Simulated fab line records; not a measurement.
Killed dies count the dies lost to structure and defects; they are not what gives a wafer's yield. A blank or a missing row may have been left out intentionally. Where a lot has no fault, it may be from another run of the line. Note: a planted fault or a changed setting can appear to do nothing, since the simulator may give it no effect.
What tool caused it? / flow gf180mcu / Sampling: 12 lots, 36 wafers, 5 of 602 route steps

== WHAT THE GAUGES SHOWED, per wafer ==
GF_VT_IMPLANT_TW_MEAS_10.
lot=L928; measured=day 6 07:08; on=film_metro-01; VT_IMPLANT_TW=563 561 562
lot=L929; measured=day 6 15:50; on=film_metro-03; VT_IMPLANT_TW=564 564 564
lot=L930; measured=day 6 20:33; on=film_metro-03; VT_IMPLANT_TW=563 565 563
lot=L931; measured=day 7 01:19; on=film_metro-03; VT_IMPLANT_TW=561 565 564
lot=L933; measured=day 7 21:44; on=film_metro-04; VT_IMPLANT_TW=563 564 563
lot=L934; measured=day 8 10:49; on=film_metro-01; VT_IMPLANT_TW=561 561 563
lot=L938; measured=day 9 08:46; on=film_metro-03; VT_IMPLANT_TW=566 567 569
lot=L940; measured=day 9 09:17; on=film_metro-03; VT_IMPLANT_TW=566 571 569
lot=L939; measured=day 9 09:37; on=film_metro-01; VT_IMPLANT_TW=562 561 560
lot=L941; measured=day 9 19:20; on=film_metro-04; VT_IMPLANT_TW=565 562 565
lot=L943; measured=day 10 07:02; on=film_metro-03; VT_IMPLANT_TW=566 563 566
lot=L942; measured=day 10 07:54; on=film_metro-04; VT_IMPLANT_TW=565 565 568

GF_POLY_GATE_THK_MEAS_01.
lot=L928; measured=day 9 05:26; on=film_metro-02; POLY_GATE_CVD_00_THK (nm)=200.9 201.1 201.4
lot=L929; measured=day 9 14:16; on=film_metro-01; POLY_GATE_CVD_00_THK (nm)=202.6 204.1 201.1
lot=L930; measured=day 9 19:16; on=film_metro-01; POLY_GATE_CVD_00_THK (nm)=204.3 204.4 202.4
lot=L931; measured=day 10 04:05; on=film_metro-02; POLY_GATE_CVD_00_THK (nm)=200.2 199.8 200.1
lot=L933; measured=day 11 04:05; on=film_metro-02; POLY_GATE_CVD_00_THK (nm)=201.9 200.9 201.7
lot=L934; measured=day 11 14:02; on=film_metro-01; POLY_GATE_CVD_00_THK (nm)=200.9 201.6 202.0
lot=L938; measured=day 12 12:58; on=film_metro-01; POLY_GATE_CVD_00_THK (nm)=199.6 199.8 198.1
lot=L940; measured=day 12 17:05; on=film_metro-03; POLY_GATE_CVD_00_THK (nm)=257.9 240.7 218.2 257.9 240.6 218.5
lot=L939; measured=day 12 21:02; on=film_metro-03; POLY_GATE_CVD_00_THK (nm)=363.4 360.1 349.5 363.9 360.1 349.7
lot=L941; measured=day 13 04:11; on=film_metro-03; POLY_GATE_CVD_00_THK (nm)=241.2 226.4 218.9 241.3 226.2 219.2
lot=L943; measured=day 13 16:25; on=film_metro-01; POLY_GATE_CVD_00_THK (nm)=198.3 199.8 200.5
lot=L942; measured=day 13 17:58; on=film_metro-01; POLY_GATE_CVD_00_THK (nm)=200.5 199.1 199.3

GF_POLY_GATE_OVL_MEAS_11.
lot=L928; measured=day 9 22:22; on=overlay-01; POLY_GATE_OVL (nm)=5 -1 -3
lot=L929; measured=day 10 07:49; on=overlay-01; POLY_GATE_OVL (nm)=-10 -2 -3
lot=L930; measured=day 10 13:00; on=overlay-02; POLY_GATE_OVL (nm)=-2 4 6
lot=L931; measured=day 10 22:15; on=overlay-01; POLY_GATE_OVL (nm)=1 7 9
lot=L933; measured=day 11 22:15; on=overlay-02; POLY_GATE_OVL (nm)=-4 1 -2
lot=L934; measured=day 12 08:17; on=overlay-02; POLY_GATE_OVL (nm)=-1 -11 -15
lot=L938; measured=day 13 08:49; on=overlay-02; POLY_GATE_OVL (nm)=11 5 2
lot=L940; measured=day 13 12:58; on=overlay-01; POLY_GATE_OVL (nm)=-1 0 -4
lot=L941; measured=day 13 23:49; on=overlay-02; POLY_GATE_OVL (nm)=-5 -1 -6
lot=L943; measured=day 14 13:22; on=overlay-01; POLY_GATE_OVL (nm)=-12 -19 -10
lot=L942; measured=day 14 14:24; on=overlay-02; POLY_GATE_OVL (nm)=-2 -2 1

== EACH LOT AND THE TOOL THAT RAN IT (in order: tool; ch and the chambers of the sampled wafers; start) ==
lot=L928; GF_VT_IMPLANT_STRIP_20=plasma_asher-03 ch 0,1, day 6 21:53; GF_POLY_GATE_CVD_00=lpcvd-01 ch 1, day 9 04:05
lot=L929; GF_VT_IMPLANT_STRIP_20=plasma_asher-03 ch 0,1, day 7 06:23; GF_POLY_GATE_CVD_00=lpcvd-02 ch 0, day 9 12:16
lot=L930; GF_VT_IMPLANT_STRIP_20=plasma_asher-02 ch 0,1, day 7 11:55; GF_POLY_GATE_CVD_00=lpcvd-01 ch 0, day 9 17:55
lot=L931; GF_VT_IMPLANT_STRIP_20=plasma_asher-04 ch 0,1, day 7 17:20; GF_POLY_GATE_CVD_00=lpcvd-02 ch 0, day 10 02:04
lot=L933; GF_VT_IMPLANT_STRIP_20=plasma_asher-02 ch 0,1, day 8 14:25; GF_POLY_GATE_CVD_00=lpcvd-01 ch 0, day 11 02:44
lot=L934; GF_VT_IMPLANT_STRIP_20=plasma_asher-02 ch 0,1, day 9 04:04; GF_POLY_GATE_CVD_00=lpcvd-01 ch 1, day 11 12:42
lot=L938; GF_VT_IMPLANT_STRIP_20=plasma_asher-03 ch 0,1, day 10 01:53; GF_POLY_GATE_CVD_00=lpcvd-01 ch 0, day 12 11:37
lot=L940; GF_VT_IMPLANT_STRIP_20=plasma_asher-03 ch 0,1, day 10 02:32; GF_POLY_GATE_CVD_00=lpcvd-01 ch 0, day 12 15:44
lot=L939; GF_VT_IMPLANT_STRIP_20=plasma_asher-03 ch 0,1, day 10 03:10; GF_POLY_GATE_CVD_00=lpcvd-01 ch 0, day 12 19:41
lot=L941; GF_VT_IMPLANT_STRIP_20=plasma_asher-03 ch 0,1, day 10 12:37; GF_POLY_GATE_CVD_00=lpcvd-01 ch 1, day 13 02:50
lot=L943; GF_VT_IMPLANT_STRIP_20=plasma_asher-02 ch 0,1, day 11 00:44; GF_POLY_GATE_CVD_00=lpcvd-02 ch 1, day 13 15:04
lot=L942; GF_VT_IMPLANT_STRIP_20=plasma_asher-02 ch 0,1, day 11 01:21; GF_POLY_GATE_CVD_00=lpcvd-02 ch 1, day 13 16:37
- GF_VT_IMPLANT_STRIP_20: strips in O2/N2.
- GF_POLY_GATE_CVD_00: deposits poly-Si, target thk 200 nm, time 1200 s.

== AS READ BY THE TOOLS THEMSELVES (means over the sampled wafers that have a number; for cases with no such wafer, the mark the record gives instead) ==
GF_VT_IMPLANT_STRIP_20.
lot=L928; tool=plasma_asher-03; drypump_motor_current_A (A)=6.2; heater_power_w (W)=328; oes_product_au (a.u.)=0.721; strip_time_to_endpoint_s (s)=12.63
lot=L929; tool=plasma_asher-03; drypump_motor_current_A (A)=6.2; heater_power_w (W)=325; oes_product_au (a.u.)=0.718; strip_time_to_endpoint_s (s)=12.67
lot=L930; tool=plasma_asher-02; drypump_motor_current_A (A)=5.8; heater_power_w (W)=358; oes_product_au (a.u.)=0.712; strip_time_to_endpoint_s (s)=12.68
lot=L931; tool=plasma_asher-04; drypump_motor_current_A (A)=5.1; heater_power_w (W)=295; oes_product_au (a.u.)=0.717; strip_time_to_endpoint_s (s)=12.61
lot=L933; tool=plasma_asher-02; drypump_motor_current_A (A)=5.8; heater_power_w (W)=358; oes_product_au (a.u.)=0.719; strip_time_to_endpoint_s (s)=12.63
lot=L934; tool=plasma_asher-02; drypump_motor_current_A (A)=5.5; heater_power_w (W)=364; oes_product_au (a.u.)=0.715; strip_time_to_endpoint_s (s)=12.59
lot=L938; tool=plasma_asher-03; drypump_motor_current_A (A)=6.2; heater_power_w (W)=326; oes_product_au (a.u.)=0.717; strip_time_to_endpoint_s (s)=12.60
lot=L940; tool=plasma_asher-03; drypump_motor_current_A (A)=6.2; heater_power_w (W)=336; oes_product_au (a.u.)=0.719; strip_time_to_endpoint_s (s)=12.60
lot=L939; tool=plasma_asher-03; drypump_motor_current_A (A)=6.2; heater_power_w (W)=338; oes_product_au (a.u.)=0.719; strip_time_to_endpoint_s (s)=12.63
lot=L941; tool=plasma_asher-03; drypump_motor_current_A (A)=6.2; heater_power_w (W)=328; oes_product_au (a.u.)=0.721; strip_time_to_endpoint_s (s)=12.68
lot=L943; tool=plasma_asher-02; drypump_motor_current_A (A)=5.7; heater_power_w (W)=358; oes_product_au (a.u.)=0.718; strip_time_to_endpoint_s (s)=12.61
lot=L942; tool=plasma_asher-02; drypump_motor_current_A (A)=5.8; heater_power_w (W)=359; oes_product_au (a.u.)=0.715; strip_time_to_endpoint_s (s)=12.62

GF_POLY_GATE_CVD_00.
lot=L928; tool=lpcvd-01; pressure_mtorr (mTorr)=200.3; spike_tc_bottom_C (C)=645.1; spike_tc_centre_C (C)=619.4; spike_tc_lower_C (C)=619.7; spike_tc_top_C (C)=638.8; susceptor_temp_C (C)=620.24; zone_power_bottom_pct (%)=13.3; zone_power_centre_pct (%)=9.3; zone_power_lower_pct (%)=10.0
lot=L929; tool=lpcvd-02; pressure_mtorr (mTorr)=200.2; spike_tc_bottom_C (C)=639.1; spike_tc_centre_C (C)=620.7; spike_tc_lower_C (C)=619.5; spike_tc_top_C (C)=638.9; susceptor_temp_C (C)=620.16; zone_power_bottom_pct (%)=17.2; zone_power_centre_pct (%)=10.5; zone_power_lower_pct (%)=9.9
lot=L930; tool=lpcvd-01; pressure_mtorr (mTorr)=200.1; spike_tc_bottom_C (C)=642.6; spike_tc_centre_C (C)=621.9; spike_tc_lower_C (C)=619.5; spike_tc_top_C (C)=641.2; susceptor_temp_C (C)=620.14; zone_power_bottom_pct (%)=12.7; zone_power_centre_pct (%)=7.8; zone_power_lower_pct (%)=9.5
lot=L931; tool=lpcvd-02; pressure_mtorr (mTorr)=200.3; spike_tc_bottom_C (C)=639.5; spike_tc_centre_C (C)=620.9; spike_tc_lower_C (C)=620.3; spike_tc_top_C (C)=637.8; susceptor_temp_C (C)=619.86; zone_power_bottom_pct (%)=17.1; zone_power_centre_pct (%)=10.5; zone_power_lower_pct (%)=9.9
lot=L933; tool=lpcvd-01; pressure_mtorr (mTorr)=200.2; spike_tc_bottom_C (C)=643.2; spike_tc_centre_C (C)=622.7; spike_tc_lower_C (C)=618.9; spike_tc_top_C (C)=641.6; susceptor_temp_C (C)=620.10; zone_power_bottom_pct (%)=12.8; zone_power_centre_pct (%)=7.8; zone_power_lower_pct (%)=9.5
lot=L934; tool=lpcvd-01; pressure_mtorr (mTorr)=200.2; spike_tc_bottom_C (C)=643.6; spike_tc_centre_C (C)=618.5; spike_tc_lower_C (C)=619.6; spike_tc_top_C (C)=638.7; susceptor_temp_C (C)=620.16; zone_power_bottom_pct (%)=13.2; zone_power_centre_pct (%)=9.2; zone_power_lower_pct (%)=10.1
lot=L938; tool=lpcvd-01; pressure_mtorr (mTorr)=199.9; spike_tc_bottom_C (C)=642.5; spike_tc_centre_C (C)=623.2; spike_tc_lower_C (C)=619.1; spike_tc_top_C (C)=641.1; susceptor_temp_C (C)=620.10; zone_power_bottom_pct (%)=12.9; zone_power_centre_pct (%)=7.9; zone_power_lower_pct (%)=9.6
lot=L940; tool=lpcvd-01; pressure_mtorr (mTorr)=200.4; spike_tc_bottom_C (C)=631.4; spike_tc_centre_C (C)=615.0; spike_tc_lower_C (C)=680.3; spike_tc_top_C (C)=641.9; susceptor_temp_C (C)=619.81; zone_power_bottom_pct (%)=8.6; zone_power_centre_pct (%)=3.5; zone_power_lower_pct (%)=21.7
lot=L939; tool=lpcvd-01; pressure_mtorr (mTorr)=200.0; spike_tc_bottom_C (C)=631.0; spike_tc_centre_C (C)=614.2; spike_tc_lower_C (C)=681.0; spike_tc_top_C (C)=640.9; susceptor_temp_C (C)=620.13; zone_power_bottom_pct (%)=8.5; zone_power_centre_pct (%)=3.5; zone_power_lower_pct (%)=21.5
lot=L941; tool=lpcvd-01; pressure_mtorr (mTorr)=200.0; spike_tc_bottom_C (C)=632.4; spike_tc_centre_C (C)=609.8; spike_tc_lower_C (C)=680.4; spike_tc_top_C (C)=638.2; susceptor_temp_C (C)=619.97; zone_power_bottom_pct (%)=9.0; zone_power_centre_pct (%)=4.1; zone_power_lower_pct (%)=22.9
lot=L943; tool=lpcvd-02; pressure_mtorr (mTorr)=199.6; spike_tc_bottom_C (C)=643.5; spike_tc_centre_C (C)=620.0; spike_tc_lower_C (C)=621.9; spike_tc_top_C (C)=640.5; susceptor_temp_C (C)=620.02; zone_power_bottom_pct (%)=13.3; zone_power_centre_pct (%)=8.0; zone_power_lower_pct (%)=9.0
lot=L942; tool=lpcvd-02; pressure_mtorr (mTorr)=199.8; spike_tc_bottom_C (C)=643.7; spike_tc_centre_C (C)=620.0; spike_tc_lower_C (C)=621.2; spike_tc_top_C (C)=640.3; susceptor_temp_C (C)=620.13; zone_power_bottom_pct (%)=13.2; zone_power_centre_pct (%)=8.0; zone_power_lower_pct (%)=9.0

== THE ANSWER, worked out from the rows above alone ==
Rule: what is usual is taken from the lots themselves. Put in order of their means at a reading, lots are off if they are a third of the lots or fewer, leave a main group of 4 or more, and stand apart from it by a gap of 3 or more times the standard deviation of the main group's means; of several such gaps the widest counts. The tables above print the reading to a certain number of digits; a main group whose means all agree to those digits is not used. Also off: a lot with no number at a reading for which 4 or more lots have one. The other lots that the step has rows for count as sound. After the gauges, taken in route order, come the tools' own readings; for these a lot's mean is taken, as printed above. The first step at which some lot is off is used, and at that step the reading that is off furthest; a lot without a number counts as furthest.
Off: at GF_POLY_GATE_THK_MEAS_01 (POLY_GATE_CVD_00_THK), L940, L939, L941. Main group: mean 201.0 nm, sd 1.4.
A tool fits if, at a process step before that reading, it ran every lot that is off, and no sound lot after the first of them. The gauges at GF_POLY_GATE_THK_MEAS_01 aren't tried: what is off there is off at GF_POLY_GATE_CVD_00 too, on other tools, and a gauge's error can't cause that. Undecided on this evidence; 2 tools fit (plasma_asher-03 at GF_VT_IMPLANT_STRIP_20, lpcvd-01 at GF_POLY_GATE_CVD_00).

== WHAT THE SIMULATOR PUT IN ==
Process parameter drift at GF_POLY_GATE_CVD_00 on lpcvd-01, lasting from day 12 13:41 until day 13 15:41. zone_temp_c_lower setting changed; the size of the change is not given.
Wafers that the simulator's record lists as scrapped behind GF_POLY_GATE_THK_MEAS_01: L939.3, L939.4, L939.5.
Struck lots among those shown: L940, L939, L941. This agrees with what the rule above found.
